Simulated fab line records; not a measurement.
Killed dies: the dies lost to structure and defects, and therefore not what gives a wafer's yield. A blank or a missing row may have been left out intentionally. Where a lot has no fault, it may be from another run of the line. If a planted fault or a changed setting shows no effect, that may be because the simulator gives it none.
A struck lot beside a sound one :: flow sky130 :: 13 steps out of a route of 708
Sound: wafers L523.3, L523.5, L523.6. The struck wafers were L522.2, L522.3, L522.4. The cause comes at the end.
For every step that has rows: the tool of each side, followed by ch and its chambers, followed by its first start. Under that, the readings that differ: sound wafers :: struck wafers :: difference of the means :: sigmas: that difference in standard deviations of wafers without a fault.
alike: a reading whose means differ by less than 2 such deviations, as well as words and numbers matching on both sides. not compared: withheld readings; readings where some wafer has no value; bounds like >300 that might hide an equal value; numbers whose values overlap and for which the record gives no deviation.
Wherever a step has rows on one side only, a row that says differs or no value, or a row with sigmas, the two part there. Numbers that don't overlap but have no deviation are shown without sigmas and don't part them. Lack of a reading on every wafer of one side parts them only where that side has two or more wafers.

SKY_FIELD_ISO_BOW_MEAS_00:
  sound on filmMetro-04 at day 4 18:05; struck on filmMetro-02 at day 4 13:01
  alike: INCOMING_BOW
then, 1 step without rows for these wafers: SKY_FIELD_ISO_OXIDATION_01 (stabilise 600 s, purge 300 s, target thk 12 nm).
SKY_FIELD_ISO_THK_MEAS_02:
  sound on filmMetro-04 at day 4 20:52; struck on filmMetro-01 at day 4 14:38
  alike: FIELD_ISO_OXIDATION_00_THK
then, 1 step without rows for these wafers: SKY_FIELD_ISO_CVD_03 (deposits Si3N4 from DCS/NH3, target thk 165 nm, time 2830 s).
SKY_FIELD_ISO_THK_MEAS_04:
  sound on filmMetro-04 at day 5 00:53; struck on filmMetro-01 at day 4 20:50
  alike: FIELD_ISO_CVD_03_THK
then, 6 steps without rows for these wafers: SKY_FIELD_ISO_DEHYDRATE_05 (time 60 s); SKY_FIELD_ISO_HMDS_06 (prime time 60 s); SKY_FIELD_ISO_COAT_07 (resist thk 60 nm); SKY_FIELD_ISO_COAT_08 (resist thk 450 nm); SKY_FIELD_ISO_SOFTBAKE_09 (time 90 s); SKY_FIELD_ISO_EXPOSE_10 (exposes mask FOM, target cd 150 nm).
SKY_FIELD_ISO_PEB_11:
  sound on lithoTrack-01 ch 0, day 5 18:00; struck on lithoTrack-02, day 5 13:00
reading: exhaustPa (Pa)
sound: 46.2 44.3 44.4
struck: - - -
difference: no value on the struck wafers
sigmas: 
  not compared: chillPlateTempC, resistLineTempC
then, 1 step without rows for these wafers: SKY_FIELD_ISO_DEVELOP_12 (develop time 60 s).

== WHERE THEY PART ==
Within this record, at SKY_FIELD_ISO_PEB_11 only.

WHY: the cause the simulator had injected
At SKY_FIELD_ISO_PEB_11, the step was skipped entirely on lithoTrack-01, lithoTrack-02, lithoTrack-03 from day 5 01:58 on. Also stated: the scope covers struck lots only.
